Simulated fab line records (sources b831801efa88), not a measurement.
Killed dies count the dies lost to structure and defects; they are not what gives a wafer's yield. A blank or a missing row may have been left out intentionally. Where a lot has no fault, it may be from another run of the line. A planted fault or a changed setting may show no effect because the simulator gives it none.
fab line records	flow gf180mcu
record: lots: 12	wafers: 36	last_day: 34
route steps=602 shown LVPWELL@61 VT_IMPLANT@130 POLY_GATE@170 HV_LDD@178
lots untouched by any fault: they come from a run of this same line in which no faults occurred
start_h: hours from the record's first day to the start of the lot's first wafer shown	wait_h: how many hours have passed since the lot's step before this one	" the same as in the row above	L1.1+2: a single row standing in for several wafers	- no value, or no start was given	* or withheld: withheld	< > ~ a bound
route shown NAME@n: NAME is a module with steps in the file, n the number in the route of the first one	usual: mean/standard deviation of fault-free wafers	same: alike in all rows	chamber/n: place in a boat	sites: each site's reading	_std_site: standard deviation across them	_edge_site: mean of outer sites minus mean of inner sites	radius_mm: for every site, how far away it sits from the centre of the wafer	mask NAME#n: copy n	behind: the most recent tool/chamber to have shaped the wafer	hold: what put the lot on hold/how long, in hours/how the hold closed	device: transistor that didn't switch, given as n, p or np	end of line: the route-end tests of the same wafers	a step with no rows: only its recipe	killed: at the first sort, the dies lost to defects and structure; wafer yield is something else	map: dies across one wafer; x = killed, . = not, _ = none there
set.NAME: the run value of the setting; set.NAME@STEP: its run value at that earlier step	model.NAME: the simulator's own value behind a step, which no gauge read
the route's steps for a sample of lots (tables are steps, rows are wafers)
services: the hour from which a tool's chamber was out of use, counted from the record's first day as start_h (under 0 if before that day), plus the number of hours and why
== steps ==
step: GF_LVPWELL_OVL_MEAS_07
usual: LVPWELL_OVL: 0.8/1.6
lot.wafer	tool	chamber	start_h	wait_h	LVPWELL_OVL[nm]
L864.1	overlay-02	-	68.97	-	0.5
L864.2	"	-	"	"	1.3
L864.6	"	-	"	"	-0.2
L867.4	overlay-02	-	84.57	-	-0.4
L867.5	"	-	"	"	0.3
L867.6	"	-	"	"	0.6
L868.2	overlay-01	-	92.18	-	-0.6
L868.3	"	-	"	"	3.0
L868.4	"	-	"	"	0.7
L872.3	overlay-01	-	115.32	-	1.7
L872.4	"	-	"	"	2.2
L872.6	"	-	"	"	1.7
L873.1	overlay-02	-	118.21	-	0.5
L873.5	"	-	"	"	-1.1
L873.6	"	-	"	"	-0.2
L874.1	overlay-01	-	124.32	-	-0.4
L874.2	"	-	"	"	1.5
L874.6	"	-	"	"	1.4
L876.3	overlay-01	-	137.91	-	2.4
L876.4	"	-	"	"	2.7
L876.5	"	-	"	"	1.7
L883.3	overlay-01	-	175.31	-	1.3
L883.4	"	-	"	"	5.4
L883.5	"	-	"	"	2.6
L884.1	overlay-01	-	181.01	-	0.7
L884.2	"	-	"	"	2.6
L884.4	"	-	"	"	0.4
L885.1	overlay-02	-	187.06	-	-0.3
L885.3	"	-	"	"	0.7
L885.5	"	-	"	"	-0.8
L886.1	overlay-01	-	193.22	-	3.0
L886.2	"	-	"	"	2.7
L886.6	"	-	"	"	1.3
L887.1	overlay-02	-	199.62	-	1.5
L887.2	"	-	"	"	-0.1
L887.3	"	-	"	"	1.8
step: GF_VT_IMPLANT_OVL_MEAS_40
usual: VT_IMPLANT_03_OVL: 1.8/1.2
lot.wafer	tool	chamber	start_h	wait_h	VT_IMPLANT_03_OVL[nm]
L864.1	overlay-02	-	156.86	0.1	2.8
L864.2	"	-	"	"	3.5
L864.6	"	-	"	"	2.7
L867.4	overlay-01	-	176.09	0.1	-0.3
L867.5	"	-	"	"	0.2
L867.6	"	-	"	"	2.0
L868.2	overlay-02	-	185.63	0.1	2.9
L868.3	"	-	"	"	0.8
L868.4	"	-	"	"	2.9
L872.3	overlay-02	-	211.94	0.1	3.0
L872.4	"	-	"	"	3.7
L872.6	"	-	"	"	3.0
L873.1	overlay-01	-	216.92	0.1	1.9
L873.5	"	-	"	"	3.6
L873.6	"	-	"	"	2.4
L874.1	overlay-01	-	225.01	0.1	-0.2
L874.2	"	-	"	"	1.7
L874.6	"	-	"	"	1.4
L876.3	overlay-02	-	239.03	0.1	0.4
L876.4	"	-	"	"	2.5
L876.5	"	-	"	"	-1.3
L883.3	overlay-01	-	283.37	0.1	3.6
L883.4	"	-	"	"	2.0
L883.5	"	-	"	"	3.3
L884.1	overlay-01	-	291.81	0.1	-0.4
L884.2	"	-	"	"	2.3
L884.4	"	-	"	"	-0.7
L885.1	overlay-01	-	299.57	0.1	2.5
L885.3	"	-	"	"	2.4
L885.5	"	-	"	"	2.3
L886.1	overlay-02	-	305.12	0.1	2.3
L886.2	"	-	"	"	2.9
L886.6	"	-	"	"	2.9
L887.1	overlay-02	-	313.61	0.1	2.4
L887.2	"	-	"	"	2.1
L887.3	"	-	"	"	4.2
step: GF_POLY_GATE_ETCH_13
recipe: target: poly-Si	target_depth_nm: 198.5	stop_on: SiO2	over_etch_frac: 0.403	chemistry: HBr/Cl2	icp_w: 400	bias_w: 100	pressure_mtorr: 10	HBr_flow_sccm: 150	Cl2_flow_sccm: 50	time_s: 69.6
usual: HBr_flow_sccm: 150.0/0.42	bias_w: 100.04/0.29	drypump_motor_current_A: 5.6/0.57	oes_product_au: 0.994/0.0086	throttle_valve_pct: 33.686/0.0081
lot.wafer	tool	chamber	start_h	wait_h	HBr_flow_sccm	bias_w	drypump_motor_current_A	oes_product_au	rf_hours_counter_h	throttle_valve_pct
L864.1	rie_si-01	1	196.51	-	150.8	100.10	5.5	0.984	0	33.687
L864.2	"	2	"	"	149.5	100.08	5.0	0.989	5	33.687
L864.6	"	3	"	"	150.2	100.20	5.0	0.973	-	33.679
L867.4	rie_si-01	1	216.05	-	150.7	99.82	5.5	1.000	1	33.673
L867.5	"	2	"	"	150.5	100.30	5.0	0.997	-	33.676
L867.6	"	1	"	"	150.3	100.06	5.5	0.999	-	33.692
L868.2	rie_si-02	2	229.73	-	150.0	100.43	6.2	0.998	2	33.703
L868.3	"	1	"	"	150.0	100.18	5.2	0.986	0	33.668
L868.4	"	0	"	"	149.5	100.00	5.5	0.993	6	33.700
L872.3	rie_si-01	0	255.40	-	149.4	100.26	6.5	1.011	23	33.666
L872.4	"	2	"	"	149.8	100.10	5.1	1.002	5	33.687
L872.6	"	0	"	"	149.7	99.86	6.5	0.998	-	33.686
L873.1	rie_si-01	1	261.65	-	150.1	99.69	5.5	0.996	1	33.689
L873.5	"	3	"	"	149.7	99.58	5.0	0.963	-	33.698
L873.6	"	0	"	"	151.1	100.10	6.4	0.993	-	33.682
L874.1	rie_si-02	3	269.01	-	149.4	99.93	6.4	1.005	3	33.692
L874.2	"	1	"	"	150.0	100.55	5.1	1.003	1	33.694
L874.6	"	1	"	"	150.2	100.43	5.1	0.997	-	33.683
L876.3	rie_si-01	1	284.65	-	150.2	100.03	5.5	0.992	1	33.706
L876.4	"	2	"	"	149.9	99.61	5.0	0.984	6	33.686
L876.5	"	1	"	"	149.8	100.08	5.5	0.994	-	33.673
L883.3	rie_si-01	2	330.60	-	150.2	100.01	5.0	1.000	6	33.677
L883.4	"	0	"	"	149.9	99.87	6.5	1.004	24	33.708
L883.5	"	0	"	"	150.4	99.65	6.5	0.988	-	33.674
L884.1	rie_si-01	1	338.67	-	150.2	99.81	5.5	0.996	2	33.684
L884.2	"	2	"	"	150.2	100.65	5.1	0.999	6	33.682
L884.4	"	3	"	"	149.3	100.22	5.0	0.977	92	33.688
L885.1	rie_si-02	2	349.06	-	149.5	99.67	6.2	0.993	3	33.689
L885.3	"	0	"	"	149.9	100.36	5.5	0.988	7	33.687
L885.5	"	1	"	"	149.5	99.89	5.1	0.992	-	33.685
L886.1	rie_si-02	0	354.20	-	149.5	100.04	5.5	0.981	7	33.690
L886.2	"	2	"	"	149.5	100.27	6.2	0.989	3	33.688
L886.6	"	3	"	"	150.3	99.93	6.5	0.988	-	33.691
L887.1	rie_si-01	2	362.81	-	150.7	99.65	5.0	1.005	6	33.686
L887.2	"	0	"	"	150.6	100.59	6.4	0.992	24	33.678
L887.3	"	1	"	"	149.8	99.84	5.5	0.992	2	33.677
step: GF_HV_LDD_COAT_02
recipe: resist: NOVOLAK	spin_rpm: 3000	resist_thk_nm: 1000
usual: exhaust_pa: 45.1/0.85	spin_speed_rpm: 2999.8/2.1
lot.wafer	tool	chamber	start_h	wait_h	exhaust_pa	spin_speed_rpm
L864.1	litho_track-04	0	206.32	0.1	45.3	2998.9
L864.2	"	0	"	"	45.3	3001.7
L864.6	"	0	"	"	44.4	3001.3
L867.4	litho_track-04	0	226.70	0.1	46.0	2999.1
L867.5	"	0	"	"	46.6	2998.5
L867.6	"	0	"	"	45.2	2999.1
L868.2	litho_track-04	0	240.00	0.1	44.5	3001.2
L868.3	"	0	"	"	44.7	2999.9
L868.4	"	0	"	"	44.0	2999.9
L872.3	litho_track-02	0	267.64	0.1	44.6	3001.5
L872.4	"	0	"	"	43.4	2992.4
L872.6	"	0	"	"	45.1	2999.6
L873.1	litho_track-02	0	273.04	0.1	46.8	2998.8
L873.5	"	0	"	"	44.9	3003.2
L873.6	"	0	"	"	45.6	2996.8
L874.1	litho_track-02	0	279.74	0.1	45.0	2860.4
L874.2	"	0	"	"	44.7	2859.2
L874.6	"	0	"	"	45.9	2863.9
L876.3	litho_track-02	0	296.19	0.1	44.5	2861.1
L876.4	"	0	"	"	44.0	2861.9
L876.5	"	0	"	"	43.1	2856.4
L883.3	litho_track-04	0	342.42	0.1	46.5	3002.0
L883.4	"	0	"	"	44.9	2997.5
L883.5	"	0	"	"	45.7	3002.1
L884.1	litho_track-01	0	350.87	0.1	46.2	3001.3
L884.2	"	0	"	"	45.2	3000.3
L884.4	"	0	"	"	46.3	3001.8
L885.1	litho_track-04	0	361.72	0.1	46.5	3000.6
L885.3	"	0	"	"	45.2	3000.5
L885.5	"	0	"	"	44.5	3000.3
L886.1	litho_track-04	0	367.17	0.1	44.5	2998.0
L886.2	"	0	"	"	45.7	2997.3
L886.6	"	0	"	"	43.7	2998.4
L887.1	litho_track-02	0	375.39	0.1	43.9	2998.1
L887.2	"	0	"	"	44.5	2999.2
L887.3	"	0	"	"	44.3	2999.5
step: GF_HV_LDD_STRIP_10
recipe: chemistry: O2/N2	power_w: 1400	pressure_mtorr: 1500	platen_temp_c: 250	o2_flow_sccm: 3000	n2_flow_sccm: 300	overash_fraction: 0.5
usual: drypump_motor_current_A: 5.69/0.28	heater_power_w: 302/14	oes_product_au: 0.716/0.0043	strip_time_to_endpoint_s: 12.64/0.038
lot.wafer	tool	chamber	start_h	wait_h	drypump_motor_current_A	heater_power_w	oes_product_au	rf_hours_counter_h	strip_time_to_endpoint_s
L864.1	plasma_asher-02	1	215.10	0.1	6.07	292	0.718	10	12.66
L864.2	"	0	"	"	5.33	289	0.712	10	12.68
L864.6	"	0	"	"	5.35	282	0.709	-	12.66
L867.4	plasma_asher-03	1	235.47	0.1	5.48	315	0.718	-	12.64
L867.5	"	0	"	"	5.89	290	0.723	-	12.62
L867.6	"	1	"	"	5.50	326	0.712	-	12.62
L868.2	plasma_asher-03	1	249.78	0.2	5.47	311	0.715	62	12.70
L868.3	"	1	"	"	5.48	321	0.708	-	12.71
L868.4	"	0	"	"	5.90	302	0.721	-	12.67
L872.3	plasma_asher-03	1	277.26	0.1	5.51	318	0.711	-	12.64
L872.4	"	0	"	"	5.90	290	0.714	-	12.62
L872.6	"	1	"	"	5.48	316	0.717	-	12.64
L873.1	plasma_asher-04	0	283.10	0.1	4.93	327	0.713	53	12.59
L873.5	"	1	"	"	5.73	303	0.709	-	12.66
L873.6	"	0	"	"	4.92	318	0.716	-	12.60
L874.1	plasma_asher-03	0	290.88	0.1	5.93	298	0.711	66	12.85
L874.2	"	1	"	"	5.48	322	0.717	66	12.84
L874.6	"	0	"	"	5.92	301	0.717	-	12.88
L876.3	plasma_asher-03	0	306.28	0.1	5.91	293	0.714	-	12.83
L876.4	"	1	"	"	5.50	320	0.719	-	12.85
L876.5	"	1	"	"	5.49	309	0.721	-	12.84
L883.3	plasma_asher-03	0	353.98	0.1	5.87	304	0.713	-	12.64
L883.4	"	1	"	"	5.51	326	0.719	-	12.66
L883.5	"	0	"	"	5.88	295	0.716	-	12.65
L884.1	plasma_asher-03	0	362.50	0.1	5.93	285	0.720	74	12.56
L884.2	"	1	"	"	5.51	314	0.723	74	12.60
L884.4	"	1	"	"	5.48	322	0.717	-	12.58
L885.1	plasma_asher-03	1	373.13	0.1	5.48	316	0.725	76	12.63
L885.3	"	0	"	"	5.92	298	0.718	-	12.64
L885.5	"	0	"	"	5.91	305	0.723	-	12.63
L886.1	plasma_asher-03	0	379.13	0.1	5.88	299	0.718	76	12.64
L886.2	"	1	"	"	5.50	320	0.712	76	12.63
L886.6	"	0	"	"	5.93	300	0.713	-	12.65
L887.1	plasma_asher-03	1	387.22	0.1	5.48	314	0.724	77	12.67
L887.2	"	0	"	"	5.93	296	0.717	77	12.60
L887.3	"	0	"	"	5.92	303	0.711	-	12.64
== services ==
tool	chamber	start_h	hours	kind
rie_si-02	1	172.61	-	clean
rie_si-02	1	172.61	13.0	scheduled_down
rie_si-02	1	172.61	13.0	vent_cycle
rie_si-01	-	222.12	0.8	repair
plasma_asher-02	-	247.42	14.6	pm
rie_si-02	-	269.22	2.8	pm
rie_si-02	1	272.53	4.0	repair
plasma_asher-02	-	302.00	1.4	repair
rie_si-01	3	341.02	-	clean
rie_si-01	3	341.02	29.1	scheduled_down
rie_si-01	3	341.02	29.1	vent_cycle
rie_si-02	-	379.27	0.4	repair
== key ==
first_sign: step: GF_HV_LDD_COAT_02	reading: spin_speed_rpm	direction: down	sigmas: 66	usual: *	struck: *
effect: step: GF_HV_LDD_STRIP_10	reading: strip_time_to_endpoint_s	direction: up	sigmas: 5.4	usual: *	struck: *
met_at GF_HV_LDD_COAT_02
struck_lots L874,L876
tester_left_out L874,L876
not_acting_at GF_LVPWELL_OVL_MEAS_07,GF_VT_IMPLANT_OVL_MEAS_40,GF_POLY_GATE_ETCH_13
onset_between 273.04 279.74
fault: kind: process_parameter_drift	tool: litho_track-02	chamber: -	onset_h: 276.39	steps: GF_HV_LDD_COAT_02	channel: spin_rpm	offset: *	shape: step	end_h: 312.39	acts_in: *	stated: *
tester_left_out: of these lots the tester's yield and bins aren't shown, on N5 and GAA mostly nor the transistor test; their killed dies are dies lost to structure and defects alone, not to doping, threshold or leakage, so they don't give the yield
